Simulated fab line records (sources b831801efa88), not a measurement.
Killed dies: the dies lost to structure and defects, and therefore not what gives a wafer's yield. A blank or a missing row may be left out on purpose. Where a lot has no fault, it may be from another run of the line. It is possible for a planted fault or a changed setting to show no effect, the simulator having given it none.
Check for tools in common | flow gf180mcu | 12 lots and 36 wafers in the sample

## WHY THIS WAS OPENED
2 of 12 lots carry a flag on the reading NWELL_TW at GF_NWELL_TW_MEAS_11. No-fault wafers: 1569, standard deviation 7.5.
Rule: a lot gets a flag if all its wafers with a number sit over 4 standard deviations from that mean, or if no wafer of it has a number. As for the other lots, they are considered sound.

lot  | measured    | on           | NWELL_TW, wafer by wafer | flag
L402 | day 3 08:13 | filmMetro-04 | 1563 1560 1566           | 
L403 | day 3 13:32 | filmMetro-03 | 1573 1562 1568           | 
L405 | day 4 00:28 | filmMetro-04 | 1557 1560 1559           | 
L407 | day 4 10:58 | filmMetro-03 | 1568 1568 1572           | 
L408 | day 4 16:54 | filmMetro-03 | 1566 1574 1573           | 
L412 | day 5 15:47 | filmMetro-02 | 1579 1580 1575           | 
L413 | day 5 21:08 | filmMetro-03 | 1575 1567 1579           | 
L415 | day 6 07:34 | filmMetro-03 | 1578 1576 1575           | 
L416 | day 6 12:44 | filmMetro-04 | 1743 1732 1743           | FLAGGED
L417 | day 6 18:28 | filmMetro-02 | 1567 1578 1571           | 
L418 | day 6 22:52 | filmMetro-03 | 1742 1732 1747           | FLAGGED
L421 | day 7 16:04 | filmMetro-04 | 1572 1570 1567           | 
The numbers of the flagged lots are 1740 on average: +171 against the usual, or +23 standard deviations.

## WHICH TOOL RAN EACH LOT
The record holds 1 process step before the reading, out of a route of 602 steps. Every cell lists first the tool, next ch and the chambers used by the sampled wafers, and last the start.
lot  | flag    | GF_NWELL_IMPLANT_08
L402 |         | implanter-04 ch 0, day 3 07:50
L403 |         | implanter-04 ch 0, day 3 13:10
L405 |         | implanter-04 ch 0, day 4 00:04
L407 |         | implanter-01 ch 0, day 4 10:35
L408 |         | implanter-03 ch 0, day 4 16:28
L412 |         | implanter-01 ch 0, day 5 15:23
L413 |         | implanter-04 ch 0, day 5 20:46
L415 |         | implanter-04 ch 0, day 6 07:11
L416 | FLAGGED | implanter-04 ch 0, day 6 12:20
L417 |         | implanter-01 ch 0, day 6 18:04
L418 | FLAGGED | implanter-04 ch 0, day 6 22:29
L421 |         | implanter-03 ch 0, day 7 15:43
These steps, and what they do:
- GF_NWELL_IMPLANT_08
- GF_NWELL_TW_MEAS_11

## FLAGGED OVER TOTAL, TOOL BY TOOL (the gauges that took the reading come last)
step                | tool         | lots run | flagged | share of the flagged lots | sound lots run after its first flagged lot
GF_NWELL_IMPLANT_08 | implanter-01 | 3        | 0       | none                      | -
GF_NWELL_IMPLANT_08 | implanter-03 | 2        | 0       | none                      | -
GF_NWELL_IMPLANT_08 | implanter-04 | 7        | 2       | all                       | 0
GF_NWELL_TW_MEAS_11 | filmMetro-02 | 2        | 0       | none                      | -
GF_NWELL_TW_MEAS_11 | filmMetro-03 | 6        | 1       | some                      | 0
GF_NWELL_TW_MEAS_11 | filmMetro-04 | 4        | 1       | some                      | 1 (L421)

## THE TABLE: WHAT IT ALLOWS
All flagged lots share 1 row of the table, namely implanter-04 at GF_NWELL_IMPLANT_08.
- implanter-04 at GF_NWELL_IMPLANT_08: 2 of its 7 lots flagged. It ran its last sound lot, L415, at day 6 07:11 and its first flagged lot, L416, at day 6 12:20: a fault with its onset between the two fits. Its own readings (tiltDeg) fall more than 4 standard deviations out on all wafers of the flagged lots.
Just one tool remains: implanter-04 at GF_NWELL_IMPLANT_08.

## WHAT THE SIMULATOR PUT IN
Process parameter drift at GF_NWELL_IMPLANT_08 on implanter-04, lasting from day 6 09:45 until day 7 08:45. Setting tiltDeg, moved by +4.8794, from 0. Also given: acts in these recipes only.
Shown lots that were struck: L416, L418. The rule given above showed the same thing.
